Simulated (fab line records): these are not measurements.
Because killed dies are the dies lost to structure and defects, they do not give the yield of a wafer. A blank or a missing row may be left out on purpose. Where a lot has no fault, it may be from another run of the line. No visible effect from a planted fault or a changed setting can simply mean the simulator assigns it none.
Chamber matching :: flow sky130 :: SKY_POLY_CUT_ETCH_10 on rie-diel-03 has 4 sister chambers
The step etches BARC in N2/H2, stops on SiO2, time 45.9 s, target depth 60 nm. 8 wafers are shown with their chamber, then 7 later ones without.

== EACH WAFER AND ITS CHAMBER ==
wafer: L274.2
chamber: 3
drypump-motor-current-A (A): 5.80
oes-product-au (a.u.): 0.852

wafer: L274.5
chamber: 1
drypump-motor-current-A (A): 5.57
oes-product-au (a.u.): 0.853

wafer: L274.6
chamber: 2
drypump-motor-current-A (A): 5.69
oes-product-au (a.u.): 0.857

wafer: L278.1
chamber: 1
drypump-motor-current-A (A): 5.56
oes-product-au (a.u.): 0.859

wafer: L278.2
chamber: 0
drypump-motor-current-A (A): 6.01
oes-product-au (a.u.): 0.855

wafer: L278.4
chamber: 3
drypump-motor-current-A (A): 5.77
oes-product-au (a.u.): 0.854

wafer: L279.2
chamber: 2
drypump-motor-current-A (A): 5.66
oes-product-au (a.u.): 0.853

wafer: L279.4
chamber: 0
drypump-motor-current-A (A): 6.03
oes-product-au (a.u.): 0.849

== WAFERS WITHOUT THEIR CHAMBER ==
wafer: L279.5
drypump-motor-current-A (A): 6.02
oes-product-au (a.u.): 0.855

wafer: L282.3
drypump-motor-current-A (A): 5.77
oes-product-au (a.u.): 0.856

wafer: L282.4
drypump-motor-current-A (A): 6.02
oes-product-au (a.u.): 0.861

wafer: L282.5
drypump-motor-current-A (A): 5.52
oes-product-au (a.u.): 0.858

wafer: L291.1
drypump-motor-current-A (A): 5.51
oes-product-au (a.u.): 0.854

wafer: L291.5
drypump-motor-current-A (A): 5.55
oes-product-au (a.u.): 0.851

wafer: L291.6
drypump-motor-current-A (A): 5.67
oes-product-au (a.u.): 0.859

== WHICH CHAMBER EACH WENT THROUGH ==
wafer: L279.5
from the rows above: 0
in truth: 0

wafer: L282.3
from the rows above: 3
in truth: 3

wafer: L282.4
from the rows above: 0
in truth: 0

wafer: L282.5
from the rows above: 1
in truth: 1

wafer: L291.1
from the rows above: 1
in truth: 1

wafer: L291.5
from the rows above: 1
in truth: 1

wafer: L291.6
from the rows above: 2
in truth: 2
Correct placement for 7 of the 7. Number that these rows cannot place: 0. Placed wrongly: 0.
How it was worked out, from the rows above alone: a wafer's distance from a chamber is the root of the sum, over the readings, of the square of ((its reading less the chamber's mean) divided by the reading's scatter). If the next closest chamber is less than 2 further off than the closest, the wafer can't be placed; otherwise it belongs to the closest. Each chamber's mean is taken over the wafers shown for it. The scatter: the root of (the sum of the squares of (reading less its chamber's mean) over the shown wafers, divided by (wafers less chambers)).
